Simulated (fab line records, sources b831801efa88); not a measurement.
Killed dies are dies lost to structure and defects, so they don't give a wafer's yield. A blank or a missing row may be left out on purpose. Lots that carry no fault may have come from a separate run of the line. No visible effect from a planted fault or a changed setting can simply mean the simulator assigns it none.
The same fault as seen by 2 desks    flow gf180mcu    each desk has only its own numbers; what lay behind them comes last

## THE TOOL OWNER'S DESK: rtpAnneal-02
Per lot that ran on this tool, the mean of the sampled wafers carrying a number, from the tool's own readings at GF_PSD_RTA_13 (time 20 s). The brackets show how far a lot's mean lies from the usual mean; more than 4 standard deviations puts the lot out of limits, marked OUT.
Columns: A = lampPowerPct at GF_PSD_RTA_13, usual 31.20 %; B = wafer_temp_C_max at GF_PSD_RTA_13, usual 1031.2
lot   first seen here  A                B
L862  day 14 10:58     31.18            1033.0
L864  day 15 05:14     31.19            1032.6
L865  day 15 11:52     31.25            1032.7
L878  day 20 08:31     30.28 (-26) OUT  1021.1 (-4.6) OUT
L879  day 20 15:22     30.30 (-26) OUT  1021.6 (-4.4) OUT
This desk's verdict: out of limits on L878, L879, starting with L878 at day 20 08:31 (lampPowerPct at GF_PSD_RTA_13). L862, L864, L865 stayed within limits.

## THE METROLOGY DESK
Lot by lot, what the gauges showed, no matter which tool ran the lot: averages of those sampled wafers that carry a number. The brackets show how far a lot's mean lies from the usual mean; more than 4 standard deviations puts the lot out of limits, marked OUT.
Columns: A = HV_LDD_3_TW at GF_HV_LDD_TW_MEAS_38, usual 1443; B = cdNm at GF_NSD_CD_MEAS_07, usual 400.5 nm; C = NSD_RS at GF_PSD_RS_MEAS_14, usual 46.10 ohm/sq; D = PSD_RS at GF_PSD_RS_MEAS_15, usual 108.53 ohm/sq
lot   first seen here  A     B      C                D
L861  day 11 12:32     1459  398.9  46.05            108.51
L862  day 11 20:06     1435  402.5  46.02            108.25
L863  day 12 04:34     1427  400.5  46.10            108.70
L864  day 12 10:35     1438  401.8  46.18            108.38
L865  day 12 17:07     1424  399.5  46.10            108.48
L866  day 13 02:09     1429  398.4  46.04            108.67
L867  day 13 10:25     1431  400.7  46.14            108.76
L868  day 13 19:15     1462  400.9  46.07            108.08
L869  day 14 04:58     1448  401.0  45.96            108.23
L870  day 14 12:34     1465  400.8  46.08            108.80
L878  day 17 05:08     1461  401.0  47.59 (+18) OUT  115.79 (+27) OUT
L879  day 17 11:25     1435  402.8  47.62 (+18) OUT  116.11 (+28) OUT
L883  day 18 17:55     1438  400.6  46.13            108.57
Per this desk, out of limits: L878, L879; the first was L878, day 20 08:36 (NSD_RS at GF_PSD_RS_MEAS_14). L861, L862, L863, L864, L865, L866, L867, L868, L869, L870, L883 stayed within limits.

## PUT TOGETHER
An alarm could have come from the tool owner's desk at day 20 08:31, on L878, L879.
The metrology desk could have raised an alarm at day 20 08:36, on L878, L879.
Every lot named ran GF_PSD_RTA_13 on rtpAnneal-02.

## WHAT THE SIMULATOR HAD INSERTED
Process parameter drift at GF_PSD_RTA_13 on rtpAnneal-02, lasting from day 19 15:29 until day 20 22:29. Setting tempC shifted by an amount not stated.
Lots struck among those shown: L878, L879.
Counting hours from when the fault started, the first reading out of limits came at 17 for the tool owner's desk and at 17 for the metrology desk.
